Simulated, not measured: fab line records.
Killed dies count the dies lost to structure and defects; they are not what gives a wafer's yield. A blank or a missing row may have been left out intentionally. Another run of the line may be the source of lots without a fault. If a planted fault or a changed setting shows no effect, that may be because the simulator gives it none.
Split-lot trial || flow sfq_line || 23 wafers read across 5 lots, on a route 325 steps long

THE SPLIT ITSELF
At SFQ_TRILAYER_M3_LITHO_EXPOSE_076 (exposes mask M3, target cd 500 nm), the setting dose_mj was moved away from the recipe's 14.4 on 11 of the 23 wafers read, by -3.7% to +6.9%. For the rest of the wafers, this setting stayed at what the recipe calls for.

FROM THE SPLIT TO THE READING: what the file shows between them, 2 steps
- SFQ_TRILAYER_M3_LITHO_PEB_078: peb time 60 s
- SFQ_TRILAYER_M3_LITHO_DEVELOP_077: time 60 s

THE READING
M3.cd_nm (the simulator's own value, which no gauge read), in nm, at SFQ_TRILAYER_M3_BARC_OPEN_METAL_ETCH_100 (etches BARC in O2, target depth 125 nm, time 41.7 s). The file does not state a usual value for it. Average 500.8 nm, standard deviation 1.5 nm, over the 12 wafers here run with the recipe.

{"wafer": "L076.1", "tool, chamber at the split": "krf_scanner-01, 0", "dose_mj as run": 15.39, "against the recipe": "+6.9%", "M3.cd_nm, nm": 491, "against lot-mates on the recipe": -11.0}
{"wafer": "L076.2", "tool, chamber at the split": "krf_scanner-01, 0", "dose_mj as run": 15.39, "against the recipe": "+6.9%", "M3.cd_nm, nm": 492.1, "against lot-mates on the recipe": -9.9}
{"wafer": "L076.3", "tool, chamber at the split": "krf_scanner-01, 0", "dose_mj as run": 15.39, "against the recipe": "+6.9%", "M3.cd_nm, nm": 492.1, "against lot-mates on the recipe": -9.9}
{"wafer": "L076.4", "tool, chamber at the split": "krf_scanner-01, 0", "dose_mj as run": 14.4, "against the recipe": "recipe", "M3.cd_nm, nm": 500.9, "against lot-mates on the recipe": "-"}
{"wafer": "L076.5", "tool, chamber at the split": "krf_scanner-01, 0", "dose_mj as run": 14.4, "against the recipe": "recipe", "M3.cd_nm, nm": 503.1, "against lot-mates on the recipe": "-"}
{"wafer": "L079.1", "tool, chamber at the split": "krf_scanner-01, 0", "dose_mj as run": 14.96, "against the recipe": "+3.9%", "M3.cd_nm, nm": 494.2, "against lot-mates on the recipe": -4.4}
{"wafer": "L079.2", "tool, chamber at the split": "krf_scanner-01, 0", "dose_mj as run": 14.96, "against the recipe": "+3.9%", "M3.cd_nm, nm": 493.3, "against lot-mates on the recipe": -5.3}
{"wafer": "L079.4", "tool, chamber at the split": "krf_scanner-01, 0", "dose_mj as run": 14.4, "against the recipe": "recipe", "M3.cd_nm, nm": 499.1, "against lot-mates on the recipe": "-"}
{"wafer": "L079.5", "tool, chamber at the split": "krf_scanner-01, 0", "dose_mj as run": 14.96, "against the recipe": "+3.9%", "M3.cd_nm, nm": 494.6, "against lot-mates on the recipe": -4.0}
{"wafer": "L079.6", "tool, chamber at the split": "krf_scanner-01, 0", "dose_mj as run": 14.4, "against the recipe": "recipe", "M3.cd_nm, nm": 498.1, "against lot-mates on the recipe": "-"}
{"wafer": "L080.1", "tool, chamber at the split": "krf_scanner-01, 0", "dose_mj as run": 14.4, "against the recipe": "recipe", "M3.cd_nm, nm": 501.5, "against lot-mates on the recipe": "-"}
{"wafer": "L080.2", "tool, chamber at the split": "krf_scanner-01, 0", "dose_mj as run": 14.4, "against the recipe": "recipe", "M3.cd_nm, nm": 501.3, "against lot-mates on the recipe": "-"}
{"wafer": "L080.3", "tool, chamber at the split": "krf_scanner-01, 0", "dose_mj as run": 13.87, "against the recipe": "-3.7%", "M3.cd_nm, nm": 506.9, "against lot-mates on the recipe": "+4.8"}
{"wafer": "L080.4", "tool, chamber at the split": "krf_scanner-01, 0", "dose_mj as run": 14.4, "against the recipe": "recipe", "M3.cd_nm, nm": 503.5, "against lot-mates on the recipe": "-"}
{"wafer": "L080.6", "tool, chamber at the split": "krf_scanner-01, 0", "dose_mj as run": 13.87, "against the recipe": "-3.7%", "M3.cd_nm, nm": 507.5, "against lot-mates on the recipe": "+5.4"}
{"wafer": "L083.1", "tool, chamber at the split": "krf_scanner-02, 0", "dose_mj as run": 14.4, "against the recipe": "recipe", "M3.cd_nm, nm": 500.5, "against lot-mates on the recipe": "-"}
{"wafer": "L083.5", "tool, chamber at the split": "krf_scanner-02, 0", "dose_mj as run": 14.4, "against the recipe": "recipe", "M3.cd_nm, nm": 501.2, "against lot-mates on the recipe": "-"}
{"wafer": "L083.6", "tool, chamber at the split": "krf_scanner-02, 0", "dose_mj as run": 14.4, "against the recipe": "recipe", "M3.cd_nm, nm": 500.7, "against lot-mates on the recipe": "-"}
{"wafer": "L085.2", "tool, chamber at the split": "krf_scanner-02, 0", "dose_mj as run": 15.14, "against the recipe": "+5.1%", "M3.cd_nm, nm": 489.4, "against lot-mates on the recipe": -10.4}
{"wafer": "L085.3", "tool, chamber at the split": "krf_scanner-02, 0", "dose_mj as run": 15.14, "against the recipe": "+5.1%", "M3.cd_nm, nm": 491.8, "against lot-mates on the recipe": -7.9}
{"wafer": "L085.4", "tool, chamber at the split": "krf_scanner-02, 0", "dose_mj as run": 15.14, "against the recipe": "+5.1%", "M3.cd_nm, nm": 490.7, "against lot-mates on the recipe": -9.1}
{"wafer": "L085.5", "tool, chamber at the split": "krf_scanner-02, 0", "dose_mj as run": 14.4, "against the recipe": "recipe", "M3.cd_nm, nm": 500.5, "against lot-mates on the recipe": "-"}
{"wafer": "L085.6", "tool, chamber at the split": "krf_scanner-02, 0", "dose_mj as run": 14.4, "against the recipe": "recipe", "M3.cd_nm, nm": 499, "against lot-mates on the recipe": "-"}

FIT RESULTS
A straight line over all 23 wafers: M3.cd_nm changes by -1.59 nm for each +1% of dose_mj; r = -0.95; the points scatter about the line by 1.6 nm.
The same after taking each lot's own level away (the mean of its wafers on the recipe; 23 wafers): -1.5 nm for each +1%; r = -0.98; scatter 1 nm.
According to that fit, moving dose_mj by its largest amount changes the reading by 10 nm.
From 498.60 to 502.10 nm: that is the span of the lots' own levels, equal to 2.3 times the standard deviation above.
So the lot-to-lot level changes the slope little: the two slopes agree.
Check: for one of the wafers moved furthest among these (+6.9%), held out of the fit, the line's prediction against its lot-mates is -10.3 nm. Against them it came out at -11 nm.

THE OTHER SPLITS THESE WAFERS WENT THROUGH
Note: prior to the reading, these wafers also went through further splits. Each is held against what the fit with the lots' levels taken away leaves over:
{"other split on the same wafers": "SFQ_TRILAYER_M1_LITHO_COAT_044 resist_thk_nm", "wafers away from the commonest value": 11, "r with M3.cd_nm (lot level and that fit taken away)": "+0.20"}
{"other split on the same wafers": "SFQ_TRILAYER_I1_DEP_PECVD_045 time_s", "wafers away from the commonest value": 6, "r with M3.cd_nm (lot level and that fit taken away)": -0.44}
{"other split on the same wafers": "SFQ_TRILAYER_I1_VIA_LITHO_EXPOSE_050 dose_mj", "wafers away from the commonest value": 5, "r with M3.cd_nm (lot level and that fit taken away)": -0.19}
{"other split on the same wafers": "SFQ_TRILAYER_M2_DEP_SPUTTER_055 power_w", "wafers away from the commonest value": 8, "r with M3.cd_nm (lot level and that fit taken away)": -0.12}
{"other split on the same wafers": "SFQ_TRILAYER_M2_LITHO_COAT_062 spin_rpm", "wafers away from the commonest value": 4, "r with M3.cd_nm (lot level and that fit taken away)": "+0.55"}
{"other split on the same wafers": "SFQ_TRILAYER_M2_ETCH_METAL_ETCH_060 time_s", "wafers away from the commonest value": 7, "r with M3.cd_nm (lot level and that fit taken away)": "+0.29"}
{"other split on the same wafers": "SFQ_TRILAYER_I2_VIA_LITHO_COAT_072 spin_rpm", "wafers away from the commonest value": 5, "r with M3.cd_nm (lot level and that fit taken away)": "+0.18"}
{"other split on the same wafers": "SFQ_TRILAYER_I2_VIA_LITHO_PEB_070 peb_temp_c", "wafers away from the commonest value": 5, "r with M3.cd_nm (lot level and that fit taken away)": -0.19}

FILE'S OWN FIT
M3.cd_nm changes by -1.51 nm for each +1% of dose_mj, r = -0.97.
